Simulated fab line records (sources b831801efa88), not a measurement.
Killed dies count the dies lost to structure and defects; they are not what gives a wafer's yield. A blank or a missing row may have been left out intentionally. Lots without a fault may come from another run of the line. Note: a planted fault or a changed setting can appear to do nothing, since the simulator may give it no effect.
One fault through the eyes of 2 desks :: flow sfq line :: each desk holds nothing but its own numbers, with what lay behind them at the end

DESK OF THE TOOL OWNER: cmp-02
The tool's own readings at SFQ_TRILAYER_I0_CMP_CMP_028 (polishes SiO2): means of the sampled wafers that have a number, for each lot that ran on this tool. Any lot whose mean is over 4 standard deviations away from the usual mean is out of limits and marked OUT; that distance is given in the brackets.
Columns: A = motor current A at SFQ_TRILAYER_I0_CMP_CMP_028, usual 10.5 A; B = time to endpoint s at SFQ_TRILAYER_I0_CMP_CMP_028, usual 216 s
lot: L619
first seen here: day 10 09:03
A: 10.3
B: 222

lot: L621
first seen here: day 10 23:26
A: 10.7
B: 212

lot: L625
first seen here: day 12 13:35
A: 10.6
B: 222

lot: L631
first seen here: day 13 23:46
A: 10.6
B: 214

lot: L633
first seen here: day 15 05:01
A: 10.8
B: 253 (+5.5) OUT

lot: L642
first seen here: day 19 20:12
A: 10.7
B: 213
This desk's verdict: out of limits on L633, starting with L633 at day 15 05:01 (time to endpoint s at SFQ_TRILAYER_I0_CMP_CMP_028). In limits: L619, L621, L625, L631, L642.

METROLOGY DESK
Means of the sampled wafers that have a number, per lot and without regard to the tool the lot ran on: this is what the gauges read. Any lot whose mean is over 4 standard deviations away from the usual mean is out of limits and marked OUT; that distance is given in the brackets.
Columns: A = M1_OVL at SFQ_M1_OVL_MEAS_911, usual 1 nm
lot: L619
first seen here: day 21 02:02
A: 2

lot: L620
first seen here: day 21 08:01
A: 3

lot: L621
first seen here: day 22 01:24
A: 9

lot: L623
first seen here: day 22 15:14
A: 1

lot: L624
first seen here: day 23 09:53
A: 5

lot: L625
first seen here: day 24 21:53
A: -1

lot: L630
first seen here: day 26 20:17
A: -4

lot: L631
first seen here: day 26 21:29
A: -4

lot: L633
first seen here: day 26 23:52
A: 1

lot: L636
first seen here: day 27 03:29
A: 1

lot: L637
first seen here: day 27 04:41
A: 6

lot: L641
first seen here: day 27 09:28
A: -6

lot: L642
first seen here: day 27 11:52
A: 0
This desk found nothing out of limits on any of the 13 lots.

PUT TOGETHER
The tool owner's desk could have raised an alarm at day 15 05:01, on L633.
At the metrology desk, nothing out of limits was observed.
The metrology desk has L633 on record, within its limits.
All the named lots went through SFQ_TRILAYER_I0_CMP_CMP_028 on cmp-02.

WHAT WAS PUT IN BY THE SIMULATOR
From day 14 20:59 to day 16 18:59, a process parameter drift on cmp-02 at SFQ_TRILAYER_I0_CMP_CMP_028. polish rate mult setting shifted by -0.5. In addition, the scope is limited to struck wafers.
Lots struck among those shown: L633.
Each desk's first reading out of limits, in hours after the fault started: the tool owner's desk, 8.
